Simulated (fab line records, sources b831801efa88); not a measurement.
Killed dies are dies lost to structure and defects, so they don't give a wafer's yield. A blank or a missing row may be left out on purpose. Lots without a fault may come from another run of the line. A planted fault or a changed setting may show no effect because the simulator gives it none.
Which tool did it? | flow gf180mcu | 13 lots, 39 wafers sampled, at 5 steps of a route of 602

WHAT THE GAUGES READ, wafer by wafer
GF_STI_THK_MEAS_04.
lot  | measured    | on            | STI_CVD_03_THK (nm)
L982 | day 1 19:57 | film_metro-01 | 205.1 204.3 205.9
L983 | day 1 23:34 | film_metro-02 | 205.9 208.0 205.7
L984 | day 2 06:02 | film_metro-02 | 205.7 208.2 204.2
L985 | day 2 10:19 | film_metro-02 | 209.0 208.5 207.7
L987 | day 2 19:34 | film_metro-02 | 210.0 210.6 209.7
L988 | day 3 01:26 | film_metro-01 | 205.9 207.1 205.7
L989 | day 3 06:23 | film_metro-02 | 207.6 206.3 205.0
L990 | day 3 11:37 | film_metro-02 | 205.8 205.7 205.8
L996 | day 4 16:34 | film_metro-01 | 204.0 202.8 201.7
L998 | day 5 03:56 | film_metro-03 | 214.6 214.8 219.3
L101 | day 5 17:34 | film_metro-02 | 210.3 207.3 209.3
L103 | day 6 03:34 | film_metro-02 | 206.8 207.0 206.2
L104 | day 6 08:41 | film_metro-01 | 206.4 206.2 206.3

GF_V1_CD_MEAS_14: target cd 260 nm.
lot  | measured     | on        | cd_nm (nm)
L982 | day 18 13:17 | cd_sem-01 | 258.1 257.4 258.1
L983 | day 18 22:22 | cd_sem-02 | 260.1 259.9 260.8
L984 | day 19 08:18 | cd_sem-01 | 260.1 259.2 260.9
L985 | day 19 19:48 | cd_sem-02 | 261.3 261.5 261.3
L987 | day 20 07:57 | cd_sem-01 | 259.0 258.4 257.3
L988 | day 20 23:24 | cd_sem-02 | 258.5 258.2 259.6
L989 | day 21 07:55 | cd_sem-02 | 260.1 260.3 259.7
L990 | day 21 13:30 | cd_sem-02 | 258.2 257.5 258.3
L996 | day 23 14:28 | cd_sem-02 | 260.5 260.6 259.6
L998 | day 24 12:01 | cd_sem-02 | 261.4 262.4 261.3
L101 | day 25 06:30 | cd_sem-01 | 260.6 260.3 260.0
L103 | day 25 23:31 | cd_sem-02 | 260.7 262.1 261.4
L104 | day 26 02:29 | cd_sem-01 | 258.9 259.2 258.3

GF_V1_OVL_MEAS_15.
lot  | measured     | on         | V1_OVL (nm)
L982 | day 18 13:23 | overlay-02 | 7 5 10
L983 | day 18 22:29 | overlay-02 | -2 0 1
L984 | day 19 08:25 | overlay-02 | -5 -2 2
L985 | day 19 19:53 | overlay-01 | -10 0 -3
L987 | day 20 08:04 | overlay-02 | -2 4 -3
L988 | day 20 23:31 | overlay-02 | -3 1 3
L989 | day 21 08:02 | overlay-01 | -13 -8 -12
L990 | day 21 13:37 | overlay-01 | -4 -7 -1
L996 | day 23 14:35 | overlay-02 | -6 2 2
L998 | day 24 12:08 | overlay-02 | 5 -2 1
L101 | day 25 06:37 | overlay-02 | -7 1 0
L103 | day 25 23:38 | overlay-01 | -4 -2 -2
L104 | day 26 02:35 | overlay-01 | 7 5 7

WHICH TOOL RAN EACH LOT (tool, then ch and the chambers of the sampled wafers, then the start)
lot  | GF_STI_CVD_03              | GF_CONTACT_ETCH_16
L982 | lpcvd-02 ch 0, day 1 17:57 | rie_diel-03 ch 0,3, day 16 12:00
L983 | lpcvd-02 ch 0, day 1 21:34 | rie_diel-03 ch 0,2,3, day 16 20:12
L984 | lpcvd-01 ch 0, day 2 03:03 | rie_diel-01 ch 1,2,3, day 17 05:49
L985 | lpcvd-02 ch 0, day 2 08:18 | rie_diel-04 ch 2,3, day 17 16:40
L987 | lpcvd-01 ch 0, day 2 17:34 | rie_diel-04 ch 1,3, day 18 05:28
L988 | lpcvd-01 ch 1, day 2 23:27 | rie_diel-03 ch 1,2, day 18 19:15
L989 | lpcvd-02 ch 0, day 3 04:24 | rie_diel-01 ch 0,2,3, day 19 04:27
L990 | lpcvd-02 ch 1, day 3 09:37 | rie_diel-04 ch 1,2, day 19 10:04
L996 | lpcvd-01 ch 1, day 4 14:34 | rie_diel-01 ch 0,1,2, day 21 14:19
L998 | lpcvd-02 ch 1, day 5 00:56 | rie_diel-01 ch 1,3, day 22 12:36
L101 | lpcvd-01 ch 0, day 5 15:34 | rie_diel-04 ch 0,1,2, day 23 07:10
L103 | lpcvd-01 ch 0, day 6 01:34 | rie_diel-03 ch 0,1,3, day 23 22:10
L104 | lpcvd-01 ch 0, day 6 06:40 | rie_diel-03 ch 0,1, day 24 04:43
- GF_STI_CVD_03: deposits Si3N4 from DCS/NH3, target thk 207.16 nm, time 3551 s.
- GF_CONTACT_ETCH_16: etches BARC in N2/H2.

WHAT THE TOOLS THEMSELVES READ (means of the sampled wafers that have a number; where no wafer has one, the mark that the record gives instead)
GF_STI_CVD_03.
lot  | tool     | spike_tc_centre_C (C) | zone_power_centre_pct (%) | zone_power_lower_pct (%)
L982 | lpcvd-02 | 770.2                 | 13.5                      | 12.6
L983 | lpcvd-02 | 769.4                 | 13.5                      | 12.8
L984 | lpcvd-01 | 769.4                 | 11.7                      | 14.6
L985 | lpcvd-02 | 768.6                 | 13.5                      | 12.7
L987 | lpcvd-01 | 768.2                 | 11.8                      | 14.9
L988 | lpcvd-01 | 769.9                 | 14.2                      | 13.5
L989 | lpcvd-02 | 768.8                 | 13.5                      | 12.9
L990 | lpcvd-02 | 769.6                 | 14.2                      | 13.0
L996 | lpcvd-01 | 769.4                 | 14.2                      | 13.5
L998 | lpcvd-02 | 781.5                 | 17.3                      | 11.6
L101 | lpcvd-01 | 768.6                 | 11.9                      | 14.7
L103 | lpcvd-01 | 769.0                 | 11.8                      | 14.6
L104 | lpcvd-01 | 769.9                 | 11.8                      | 14.7

GF_CONTACT_ETCH_16.
lot  | tool        | chamber_pressure_mTorr (mTorr) | drypump_motor_current_A (A) | oes_product_au (a.u.) | throttle_valve_pct (%)
L982 | rie_diel-03 | 30.013                         | 5.0                         | 0.850                 | 13.231
L983 | rie_diel-03 | 29.988                         | 5.3                         | 0.852                 | 13.223
L984 | rie_diel-01 | 29.970                         | 5.9                         | 0.852                 | 13.223
L985 | rie_diel-04 | 29.997                         | 5.2                         | 0.853                 | 13.216
L987 | rie_diel-04 | 30.008                         | 5.8                         | 0.861                 | 13.218
L988 | rie_diel-03 | 30.000                         | 5.5                         | 0.856                 | 13.235
L989 | rie_diel-01 | 30.011                         | 5.8                         | 0.858                 | 13.228
L990 | rie_diel-04 | 29.981                         | 5.5                         | 0.857                 | 13.220
L996 | rie_diel-01 | 29.993                         | 5.9                         | 0.854                 | 13.227
L998 | rie_diel-01 | 30.010                         | 6.0                         | 0.856                 | 13.228
L101 | rie_diel-04 | 29.995                         | 5.1                         | 0.859                 | 13.230
L103 | rie_diel-03 | 30.015                         | 5.2                         | 0.855                 | 13.235
L104 | rie_diel-03 | 30.011                         | 5.3                         | 0.855                 | 13.218

THE ANSWER, worked out from the rows above alone
Rule: what is usual is taken from the lots themselves. Put in order of their means at a reading, lots are off if they are a third of the lots or fewer, leave a main group of 4 or more, and stand apart from it by a gap of 3 or more times the standard deviation of the main group's means; of several such gaps the widest counts. A main group whose means are all the same, to the digits that the tables above print for the reading, isn't used. A lot without any number at a reading at which 4 lots or more have one is off too. The other lots that the step has rows for count as sound. The gauges are gone through in route order, then the tools' own readings, and for those a lot's mean is taken as printed above. The first step at which some lot is off is used, and at that step the reading that is off furthest; a lot without a number counts as furthest.
Off: L998, at GF_STI_THK_MEAS_04 (STI_CVD_03_THK). The main group: mean 206.6 nm, standard deviation 1.8.
A tool fits if, at a process step before that reading, it ran every lot that is off, and no sound lot after the first of them. The gauges at GF_STI_THK_MEAS_04 aren't tried: what is off there is off at GF_STI_CVD_03 too, on other tools, and a gauge's error can't cause that. One fits: lpcvd-02 at GF_STI_CVD_03. Its last sound lot is L990 (day 3 09:37), its first lot that is off L998 (day 5 00:56): a fault that began between those two fits.
The tool's own readings at GF_STI_CVD_03 bear it out: on the lots that are off they differ by more than 5 times the standard deviation of the sound lots' means. spike_tc_centre_C reads 781.5 C there against 769.2 C on the sound lots.

WHAT THE SIMULATOR HAD PUT IN
Process parameter drift: lpcvd-02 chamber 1, from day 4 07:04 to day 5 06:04, at GF_STI_CVD_03. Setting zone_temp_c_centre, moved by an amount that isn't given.
Lots struck among those shown: L998. The rule above found the same.
